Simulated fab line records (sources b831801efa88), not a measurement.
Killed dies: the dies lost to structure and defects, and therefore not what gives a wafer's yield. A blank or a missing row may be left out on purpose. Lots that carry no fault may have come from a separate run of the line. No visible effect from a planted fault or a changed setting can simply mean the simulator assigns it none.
Which tool is to blame?    flow gf180mcu    24 lots with 72 wafers sampled at 6 steps, on a route of 602 steps

## WHAT THE GAUGES SHOWED, per wafer
GF_M3_OVL_MEAS_15.
lot   measured      on          M3_OVL (nm)
L074  day 21 03:16  overlay-02  -4 2 5
L075  day 21 18:28  overlay-02  5 -4 3
L076  day 22 04:07  overlay-02  -7 -10 -3
L077  day 22 07:31  overlay-02  -9 -2 -7
L078  day 22 16:22  overlay-02  5 3 7
L079  day 22 23:55  overlay-01  4 -7 -2
L080  day 23 17:02  overlay-01  -11 -5 -2
L081  day 23 21:52  overlay-01  -10 -12 -4
L082  day 24 05:55  overlay-01  5 0 3
L083  day 24 09:58  overlay-01  -6 -8 1
L084  day 25 01:31  overlay-02  -5 -4 2
L085  day 25 03:43  overlay-02  -9 -14 -11
L086  day 25 22:13  overlay-01  3 4 7
L087  day 26 07:37  overlay-01  -8 -1 -4
L088  day 26 10:58  overlay-02  3 9 1
L089  day 26 15:34  overlay-01  -5 -2 -4
L090  day 26 22:02  overlay-01  2 1 -7
L091  day 27 07:16  overlay-02  -7 -4 0
L092  day 27 15:01  overlay-01  2 5 0
L093  day 27 21:19  overlay-02  -5 -10 -10
L094  day 28 01:22  overlay-02  2 4 8
L095  day 28 10:31  overlay-02  0 7 4
L096  day 28 16:58  overlay-01  -5 -4 -6
L097  day 28 23:07  overlay-02  -1 2 1

GF_V4_CD_MEAS_14: target cd 260 nm.
lot   measured      on         cd_nm (nm)
L074  day 24 05:14  cd_sem-01  260.4 260.2 259.6
L075  day 24 18:22  cd_sem-02  259.7 260.3 260.4
L076  day 25 03:53  cd_sem-02  257.5 259.2 257.5
L077  day 25 07:23  cd_sem-01  260.2 258.8 260.6
L078  day 25 15:14  cd_sem-02  260.1 259.1 259.7
L079  day 25 22:33  cd_sem-02  260.5 260.8 260.1
L080  day 26 12:58  cd_sem-01  259.5 260.0 259.9
L081  day 26 18:25  cd_sem-02  258.5 259.0 259.5
L082  day 27 01:32  cd_sem-01  257.9 259.2 259.3
L083  day 27 05:53  cd_sem-01  259.3 260.1 260.0
L084  day 27 19:35  cd_sem-01  260.0 257.9 259.6
L085  day 27 22:23  cd_sem-02  259.9 258.6 258.4
L086  day 28 15:11  cd_sem-02  259.1 259.5 261.1
L087  day 28 23:42  cd_sem-01  260.1 259.9 260.3
L088  day 29 03:19  cd_sem-02  260.4 261.7 260.2
L089  day 29 06:55  cd_sem-01  261.6 262.1 262.5
L090  day 29 12:41  cd_sem-02  258.8 260.1 259.7
L091  day 29 20:59  cd_sem-02  260.9 261.6 261.1
L092  day 30 04:32  cd_sem-02  257.3 256.9 256.9
L093  day 30 10:50  cd_sem-02  260.4 260.9 261.7
L094  day 30 14:50  cd_sem-01  259.0 258.5 258.9
L095  day 30 23:11  cd_sem-01  260.2 259.4 258.8
L096  day 31 04:59  cd_sem-01  258.4 257.4 259.3
L097  day 31 11:08  cd_sem-02  261.5 262.5 261.7

GF_V5_THK_MEAS_01.
lot   measured      on             V5_CVD_00_THK (nm)
L074  day 26 03:43  film_metro-02  300 303 300
L075  day 26 15:26  film_metro-02  302 308 303
L076  day 27 00:59  film_metro-02  303 304 307
L077  day 27 03:53  film_metro-03  294 295 296
L078  day 27 11:18  film_metro-03  307 305 302
L079  day 27 18:35  film_metro-03  301 300 297
L080  day 28 08:26  film_metro-01  296 298 295
L081  day 28 13:40  film_metro-01  309 303 302
L082  day 28 20:01  film_metro-02  299 307 307
L083  day 29 00:25  film_metro-02  299 299 299
L084  day 29 13:32  film_metro-03  303 299 306
L085  day 29 16:57  film_metro-03  294 298 296
L086  day 30 07:38  film_metro-03  301 307 306
L087  day 30 15:56  film_metro-01  295 298 299
L088  day 30 19:26  film_metro-03  294 295 296
L089  day 30 22:31  film_metro-01  296 301 302
L090  day 31 04:36  film_metro-01  298 301 302
L091  day 31 11:35  film_metro-01  303 305 304
L092  day 31 19:14  film_metro-01  301 300 300
L093  day 32 01:06  film_metro-02  303 303 307
L094  day 32 04:27  film_metro-03  304 304 303
L095  day 32 12:22  film_metro-03  302 304 305
L096  day 32 17:37  film_metro-01  303 302 299
L097  day 32 23:21  film_metro-01  297 295 300

GF_V5_THK_MEAS_03.
lot   measured      on             V5_CVD_02_THK (nm)
L074  day 26 03:56  film_metro-01  1434 1457 1449
L075  day 26 15:40  film_metro-03  1434 1447 1482
L076  day 27 01:09  film_metro-03  1438 1436 1468
L077  day 27 04:04  film_metro-02  1436 1431 1472
L078  day 27 11:31  film_metro-02  1430 1451 1454
L079  day 27 18:49  film_metro-01  1425 1435 1445
L080  day 28 08:37  film_metro-02  1442 1486 1448
L081  day 28 13:49  film_metro-01  1421 1419 1453
L082  day 28 20:11  film_metro-03  1412 1416 1460
L083  day 29 00:35  film_metro-03  1415 1414 1416
L084  day 29 13:42  film_metro-02  1448 1458 1452
L085  day 29 17:07  film_metro-03  1410 1425 1443
L086  day 30 07:49  film_metro-01  1455 1493 1476
L087  day 30 16:05  film_metro-03  1452 1483 1474
L088  day 30 19:37  film_metro-01  1437 1444 1436
L089  day 30 22:41  film_metro-03  1436 1419 1440
L090  day 31 04:46  film_metro-03  1403 1426 1439
L091  day 31 11:45  film_metro-03  1445 1429 1446
L092  day 31 19:24  film_metro-02  1452 1436 1466
L093  day 32 01:16  film_metro-03  1402 1452 1456
L094  day 32 04:37  film_metro-02  1405 1437 1448
L095  day 32 12:32  film_metro-03  1410 1427 1439
L096  day 32 17:47  film_metro-02  1404 1430 1434
L097  day 32 23:31  film_metro-03  1417 1412 1431

## EACH LOT AND THE TOOL THAT RAN IT (in order: tool; ch and the chambers of the sampled wafers; start)
lot   GF_M1_SPUTTER_04              GF_V3_ETCH_17
L074  pvd_sputter-02, day 15 22:31  rie_diel-04 ch 1,3, day 24 05:14 or earlier
L075  pvd_sputter-01, day 16 13:59  rie_diel-03 ch 0,2,3, day 24 18:22 or earlier
L076  pvd_sputter-02, day 16 22:35  rie_diel-02 ch 0,2, day 25 03:53 or earlier
L077  pvd_sputter-04, day 17 02:16  rie_diel-03 ch 1,2,3, day 25 07:23 or earlier
L078  pvd_sputter-01, day 17 12:40  rie_diel-02 ch 0,1, day 25 15:14 or earlier
L079  pvd_sputter-01, day 17 18:08  rie_diel-04 ch 1,3, day 25 22:33 or earlier
L080  pvd_sputter-02, day 18 09:35  rie_diel-03 ch 0,1,3, day 26 12:58 or earlier
L081  pvd_sputter-01, day 18 17:17  rie_diel-04 ch 0,2,3, day 26 18:25 or earlier
L082  pvd_sputter-01, day 19 02:17  rie_diel-02 ch 0,1,3, day 27 01:32 or earlier
L083  pvd_sputter-04, day 19 09:32  rie_diel-04 ch 0,2,3, day 27 05:53 or earlier
L084  pvd_sputter-04, day 19 22:34  rie_diel-04 ch 0,2,3, day 27 19:35 or earlier
L085  pvd_sputter-04, day 20 02:53  rie_diel-03 ch 0,1,2, day 27 22:23 or earlier
L086  pvd_sputter-04, day 20 21:37  rie_diel-03 ch 0,3, day 28 15:11 or earlier
L087  pvd_sputter-02, day 21 09:13  rie_diel-03 ch 0,2, day 28 23:42 or earlier
L088  pvd_sputter-01, day 21 12:32  rie_diel-03 ch 1,2, day 29 03:19 or earlier
L089  pvd_sputter-04, day 21 18:08  rie_diel-02 ch 0,1, day 29 06:55 or earlier
L090  pvd_sputter-01, day 22 01:02  rie_diel-04 ch 0,2,3, day 29 12:41 or earlier
L091  pvd_sputter-02, day 22 12:53  rie_diel-04 ch 0,2,3, day 29 20:59 or earlier
L092  pvd_sputter-01, day 22 21:19  rie_diel-02 ch 1,2,3, day 30 04:32 or earlier
L093  pvd_sputter-04, day 23 03:57  rie_diel-02 ch 0,1, day 30 10:50 or earlier
L094  pvd_sputter-04, day 23 08:01  rie_diel-04 ch 0,1,3, day 30 14:50 or earlier
L095  pvd_sputter-02, day 23 19:25  rie_diel-04 ch 0,1,3, day 30 23:11 or earlier
L096  pvd_sputter-04, day 24 03:35  rie_diel-04 ch 0,1,3, day 31 04:59 or earlier
L097  pvd_sputter-01, day 24 10:10  rie_diel-02 ch 0,2,3, day 31 11:08 or earlier
- GF_M1_SPUTTER_04: material TiN, target thk 50 nm, time 41.7 s.
- GF_V3_ETCH_17: etches SiO2 in C4F8/O2/Ar, stops on TiN, target depth 635 nm.

## WHAT THE TOOLS THEMSELVES READ (means of the sampled wafers that have a number; where no wafer has one, the mark that the record gives instead)
GF_M1_SPUTTER_04.
lot   tool            throttle_valve_pct (%)
L074  pvd_sputter-02  30.6
L075  pvd_sputter-01  29.9
L076  pvd_sputter-02  29.8
L077  pvd_sputter-04  29.3
L078  pvd_sputter-01  30.4
L079  pvd_sputter-01  30.5
L080  pvd_sputter-02  30.4
L081  pvd_sputter-01  30.4
L082  pvd_sputter-01  29.7
L083  pvd_sputter-04  29.1
L084  pvd_sputter-04  29.2
L085  pvd_sputter-04  29.1
L086  pvd_sputter-04  28.7
L087  pvd_sputter-02  31.1
L088  pvd_sputter-01  30.2
L089  pvd_sputter-04  28.8
L090  pvd_sputter-01  30.0
L091  pvd_sputter-02  30.9
L092  pvd_sputter-01  30.5
L093  pvd_sputter-04  29.2
L094  pvd_sputter-04  29.2
L095  pvd_sputter-02  30.1
L096  pvd_sputter-04  28.9
L097  pvd_sputter-01  30.4

GF_V3_ETCH_17.
lot   tool         oes_product_au (a.u.)
L074  rie_diel-04  0.845
L075  rie_diel-03  0.846
L076  rie_diel-02  0.851
L077  rie_diel-03  0.845
L078  rie_diel-02  0.842
L079  rie_diel-04  0.847
L080  rie_diel-03  0.847
L081  rie_diel-04  0.846
L082  rie_diel-02  0.841
L083  rie_diel-04  0.849
L084  rie_diel-04  0.846
L085  rie_diel-03  0.843
L086  rie_diel-03  0.843
L087  rie_diel-03  0.849
L088  rie_diel-03  0.846
L089  rie_diel-02  0.850
L090  rie_diel-04  0.846
L091  rie_diel-04  0.847
L092  rie_diel-02  0.844
L093  rie_diel-02  0.843
L094  rie_diel-04  0.843
L095  rie_diel-04  0.844
L096  rie_diel-04  0.848
L097  rie_diel-02  0.847

## THE ANSWER, worked out from the rows above alone
Rule: the lots themselves supply what counts as usual. Put in order of their means at a reading, lots are off if they are a third of the lots or fewer, leave a main group of 4 or more, and stand apart from it by a gap of 3 or more times the standard deviation of the main group's means; of several such gaps the widest counts. If all means in a main group match to the digits the tables above print for the reading, that group is not used. A lot without any number at a reading at which 4 lots or more have one is off too. Where the step has rows for the other lots, those lots are counted as sound. After the gauges, taken in route order, come the tools' own readings; for these a lot's mean is taken, as printed above. The first step at which some lot is off is used, and at that step the reading that is off furthest; a lot without a number counts as furthest.
None of the lots is off at any reading shown; this tells nothing.

## WHAT THE SIMULATOR HAD PUT IN
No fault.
